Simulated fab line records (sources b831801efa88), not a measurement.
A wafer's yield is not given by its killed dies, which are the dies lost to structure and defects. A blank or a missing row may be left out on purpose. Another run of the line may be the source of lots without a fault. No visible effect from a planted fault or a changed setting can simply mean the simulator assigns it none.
Which tool did it? -- flow sky130 -- 13 lots, 39 wafers sampled, at 5 steps of a route of 708

## WHAT THE GAUGES SHOWED, per wafer
The record holds no reading of a measuring or inspecting step that can be judged against a usual standard deviation.

## EACH LOT AND THE TOOL THAT RAN IT (in order: tool; ch and the chambers of the sampled wafers; start)
lot,SKY_NWELL_OXIDATION_01,SKY_VIA4_CMP_21,SKY_METAL5_SPUTTER_04,SKY_PASSIVATION_STRIP_12,SKY_PAD_OPEN_PROBE_99
L239,"furnace-02 ch 0, day 2 10:49","cmp-02 ch 0,1,2, day 42 09:25","pvd_sputter-01, day 42 09:50","plasma_asher-01 ch 0,1, day 44 08:06",-
L240,"furnace-02 ch 0, day 2 17:27","cmp-02 ch 0,2, day 42 20:29","pvd_sputter-01, day 42 20:52","plasma_asher-03 ch 0,1, day 44 18:43",-
L241,"furnace-02 ch 0, day 2 21:15","cmp-02 ch 1,2,3, day 42 17:40","pvd_sputter-03, day 42 18:05","plasma_asher-04 ch 0,1, day 44 16:46",-
L243,"furnace-02 ch 0, day 3 10:34","cmp-01 ch 1,3, day 43 20:40","pvd_sputter-01, day 43 21:05","plasma_asher-03 ch 0,1, day 45 17:22",-
L245,"furnace-01 ch 0, day 3 20:08","cmp-02 ch 0,1,3, day 44 06:23","pvd_sputter-02, day 44 06:49","plasma_asher-01 ch 0,1, day 46 01:58",-
L246,"furnace-02 ch 0, day 3 22:17","cmp-01 ch 0,1,3, day 44 18:16","pvd_sputter-02, day 44 18:35","plasma_asher-04 ch 0, day 46 12:13",-
L247,"furnace-02 ch 0, day 4 03:31","cmp-01 ch 0,1,3, day 44 18:34","pvd_sputter-01, day 44 18:53","plasma_asher-01 ch 0,1, day 46 13:15",-
L248,"furnace-01 ch 0, day 4 11:03","cmp-02 ch 0,3, day 45 04:31","pvd_sputter-03, day 45 04:53","plasma_asher-04 ch 0,1, day 46 23:06",-
L249,"furnace-01 ch 0, day 4 14:54","cmp-01 ch 0,1,2, day 45 09:37","pvd_sputter-03, day 45 10:02","plasma_asher-03 ch 0, day 47 04:04",-
L258,"furnace-02 ch 0, day 7 01:12","cmp-01 ch 1,2,3, day 48 01:48","pvd_sputter-01, day 48 02:13","plasma_asher-01 ch 0,1, day 49 15:46",-
L259,"furnace-02 ch 0, day 7 06:51","cmp-02 ch 0,1,2, day 48 14:20","pvd_sputter-02, day 48 14:42","plasma_asher-04 ch 0,1, day 50 02:37","prober-02, day 50 20:44"
L260,"furnace-02 ch 0, day 7 06:51","cmp-02 ch 2,3, day 48 13:07","pvd_sputter-02, day 48 13:29","plasma_asher-01 ch 0,1, day 50 02:07","prober-01, day 50 20:08"
L262,"furnace-01 ch 0, day 8 19:02","cmp-02 ch 1,2,3, day 49 16:50","pvd_sputter-01, day 49 17:16","plasma_asher-04 ch 0,1, day 51 01:54",-
- SKY_NWELL_OXIDATION_01: stabilise 600 s, purge 300 s, target thk 10 nm.
- SKY_VIA4_CMP_21: polishes, stops on SiO2, t overpolish 25 s, target thk 0 nm.
- SKY_METAL5_SPUTTER_04: material TiN, target thk 70 nm, time 58.3 s.
- SKY_PASSIVATION_STRIP_12: strips in O2/N2.
- SKY_PAD_OPEN_PROBE_99

## WHAT THE TOOLS THEMSELVES READ (means of the sampled wafers that have a number; where no wafer has one, the mark that the record gives instead)
SKY_VIA4_CMP_21. Usual: motor_current_A 10.9 A, standard deviation 0.95; overpolish_run_s 25.000 s, standard deviation 0.009; slurry_flow_ml_min 149.9, standard deviation 0.44; time_to_endpoint_s 120 s, standard deviation 5.
lot,tool,motor_current_A (A),overpolish_run_s (s),slurry_flow_ml_min,time_to_endpoint_s (s),flag
L239,cmp-02,10.7,24.997,150.1,116,
L240,cmp-02,10.9,25.000,149.9,124,
L241,cmp-02,10.7,24.995,149.6,124,
L243,cmp-01,10.1,25.003,150.0,121,
L245,cmp-02,10.5,25.001,150.2,119,
L246,cmp-01,10.5,25.007,149.8,125,
L247,cmp-01,10.3,24.986,149.5,124,
L248,cmp-02,10.7,24.995,150.0,118,
L249,cmp-01,10.9,25.007,150.3,127,
L258,cmp-01,10.7,25.000,150.1,126,
L259,cmp-02,10.9,25.004,149.7,116,
L260,cmp-02,10.8,24.997,149.8,118,
L262,cmp-02,10.9,25.007,149.6,121,

SKY_METAL5_SPUTTER_04. Usual: throttle_valve_pct 29.9 %, standard deviation 1.1.
lot,tool,throttle_valve_pct (%),flag
L239,pvd_sputter-01,30.3,
L240,pvd_sputter-01,31.3,
L241,pvd_sputter-03,29.9,
L243,pvd_sputter-01,30.1,
L245,pvd_sputter-02,29.9,
L246,pvd_sputter-02,29.6,
L247,pvd_sputter-01,31.2,
L248,pvd_sputter-03,29.0,
L249,pvd_sputter-03,29.9,
L258,pvd_sputter-01,30.1,
L259,pvd_sputter-02,30.0,
L260,pvd_sputter-02,29.6,
L262,pvd_sputter-01,31.4,

SKY_PASSIVATION_STRIP_12. Usual: chamber_pressure_mTorr 1500.1 mTorr, standard deviation 1.3; drypump_motor_current_A 5.8 A, standard deviation 0.52; oes_product_au 0.661 a.u., standard deviation 0.0043; strip_time_to_endpoint_s 31.54 s, standard deviation 0.15.
lot,tool,chamber_pressure_mTorr (mTorr),drypump_motor_current_A (A),oes_product_au (a.u.),strip_time_to_endpoint_s (s),flag
L239,plasma_asher-01,1499.5,6.0,0.657,31.65,
L240,plasma_asher-03,1499.9,5.6,0.660,31.69,
L241,plasma_asher-04,1500.2,5.3,0.663,31.68,
L243,plasma_asher-03,1500.7,5.8,0.657,31.50,
L245,plasma_asher-01,1499.5,6.0,0.659,31.62,
L246,plasma_asher-04,1501.3,5.4,0.661,31.45,
L247,plasma_asher-01,1499.6,6.0,0.659,31.67,
L248,plasma_asher-04,1499.4,5.3,0.663,31.57,
L249,plasma_asher-03,1498.7,6.0,0.665,31.47,
L258,plasma_asher-01,1500.0,6.0,0.659,31.50,
L259,plasma_asher-04,1499.0,5.3,0.659,31.68,
L260,plasma_asher-01,1499.9,6.4,0.659,31.45,
L262,plasma_asher-04,1501.3,5.4,0.662,31.41,

SKY_PAD_OPEN_PROBE_99. Usual: killed_at_M0_to_M3 44, standard deviation 7.2; killed_at_M4_up 3.1, standard deviation 1.7; killed_at_contacts 24, standard deviation 5.2; killed_at_front_end 15, standard deviation 4.1; killed_at_other 0.3, standard deviation 0.61; killed_dies 87, standard deviation 10; killed_on_rim 17, standard deviation 3.8; killed_open 48, standard deviation 7.5; killed_short 39, standard deviation 6.6.
lot,tool,killed_at_M0_to_M3,killed_at_M4_up,killed_at_contacts,killed_at_front_end,killed_at_other,killed_dies,killed_on_rim,killed_open,killed_short,flag
L259,prober-02,39,3.3,19,170,0.0,231,46,43,29,OFF
L260,prober-01,40,3.7,20,184,0.0,248,48,44,37,OFF

## THE ANSWER, worked out from the rows above alone
Rule: take the mean of a lot's wafers that have a number; if it is more than 3 standard deviations from the usual mean, the lot is off. Also off: a lot with no number at a reading for which 4 or more lots have one. The other lots that the step has rows for count as sound. After the gauges, taken in route order, come the tools' own readings; for these a lot's mean is taken, as printed above. The first step at which some lot is off is used, and at that step the reading that is off furthest; a lot without a number counts as furthest.
Off at SKY_PAD_OPEN_PROBE_99 (killed_at_front_end): L259, L260. Neither off nor sound, because the step has no rows for them: L239, L240, L241, L243, L245, L246, L247, L248, L249, L258, L262.
A tool fits if, at that step or a process step before it, it ran every lot that is off, and no sound lot after the first of them. Can't be told from this: 3 tools fit, furnace-02 at SKY_NWELL_OXIDATION_01, cmp-02 at SKY_VIA4_CMP_21, pvd_sputter-02 at SKY_METAL5_SPUTTER_04.

## WHAT THE SIMULATOR PUT IN
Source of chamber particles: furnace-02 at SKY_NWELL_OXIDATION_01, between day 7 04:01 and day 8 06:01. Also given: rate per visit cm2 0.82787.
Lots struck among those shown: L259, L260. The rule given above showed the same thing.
